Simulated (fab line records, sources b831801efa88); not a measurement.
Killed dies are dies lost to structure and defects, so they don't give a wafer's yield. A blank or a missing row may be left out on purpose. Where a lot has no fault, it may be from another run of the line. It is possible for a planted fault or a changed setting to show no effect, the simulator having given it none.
One fault through the eyes of 2 desks :: flow gf180mcu :: each desk has only its own numbers; what lay behind them comes last

## TOOL OWNER'S DESK, pvd-sputter-02
The tool's own readings at GF_M2_SPUTTER_02 (material AlCu, target thk 450 nm, time 23.9 s): means of the sampled wafers that have a number, for each lot that ran on this tool. If a lot's mean is further than 4 standard deviations from the usual mean, the lot is out of limits and carries the mark OUT (the distance appears in the brackets).
Columns: A = cathode-dc-power-W at GF_M2_SPUTTER_02, usual 10600 W; B = throttle-valve-pct at GF_M2_SPUTTER_02, usual 29.8 %
lot: L648
first seen here: day 19 21:05
A: 10599
B: 30.1

lot: L656
first seen here: day 22 13:20
A: 13496 (+99 or more) OUT
B: 30.2

lot: L657
first seen here: day 23 06:51
A: 13495 (+99 or more) OUT
B: 30.4

lot: L668
first seen here: day 26 12:43
A: 10602
B: 29.5

lot: L669
first seen here: day 26 20:29
A: 10601
B: 30.1
This desk finds L656, L657 out of limits, L656 being first, at day 22 13:20 (cathode-dc-power-W at GF_M2_SPUTTER_02). In limits: L648, L668, L669.

## METROLOGY DESK
What the gauges read for every lot (on any tool): the sampled wafers with a number, averaged. If a lot's mean is further than 4 standard deviations from the usual mean, the lot is out of limits and carries the mark OUT (the distance appears in the brackets).
Columns: A = V1_W_RS at GF_V1_RS_MEAS_24, usual 0.3318 ohm/sq; B = M2_ALCU_RS at GF_M2_RS_MEAS_05, usual 0.0697 ohm/sq; C = M2_ALCU_THK at GF_M2_THK_MEAS_06, usual 450 nm
lot: L646
first seen here: day 19 04:02
A: 0.3312
B: 0.0698
C: 447

lot: L648
first seen here: day 19 20:28
A: 0.3309
B: 0.0686
C: 455

lot: L656
first seen here: day 22 12:47
A: 0.3325
B: 0.0549 (-19) OUT
C: 568 (+22) OUT

lot: L657
first seen here: day 23 06:14
A: 0.3294
B: 0.0545 (-20) OUT
C: 575 (+23) OUT

lot: L658
first seen here: day 23 13:04
A: 0.3347
B: 0.0697
C: 448

lot: L659
first seen here: day 23 19:13
A: 0.3308
B: 0.0702
C: 446

lot: L663
first seen here: day 25 02:33
A: 0.3351
B: 0.0698
C: 447

lot: L666
first seen here: day 25 20:41
A: 0.3314
B: 0.0697
C: 447

lot: L667
first seen here: day 26 04:25
A: 0.3299
B: 0.0715
C: 441

lot: L668
first seen here: day 26 12:01
A: 0.3313
B: 0.0698
C: 451

lot: L669
first seen here: day 26 19:52
A: 0.3326
B: 0.0692
C: 455
This desk reports L656, L657 out of limits; the earliest was L656 at day 22 13:29 (M2_ALCU_RS at GF_M2_RS_MEAS_05). In limits: L646, L648, L658, L659, L663, L666, L667, L668, L669.

## PUT TOGETHER
On L656, L657, at day 22 13:20, an alarm was possible from the tool owner's desk.
Metrology desk: alarm possible at day 22 13:29 on L656, L657.
All the named lots went through GF_M2_SPUTTER_02 on pvd-sputter-02.

## WHAT WAS PUT IN BY THE SIMULATOR
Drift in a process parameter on pvd-sputter-02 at GF_M2_SPUTTER_02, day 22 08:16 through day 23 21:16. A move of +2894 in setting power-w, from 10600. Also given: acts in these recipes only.
Shown lots that were struck: L656, L657.
Counting hours from when the fault started, the first reading out of limits came at 5 for the tool owner's desk and at 5 for the metrology desk.
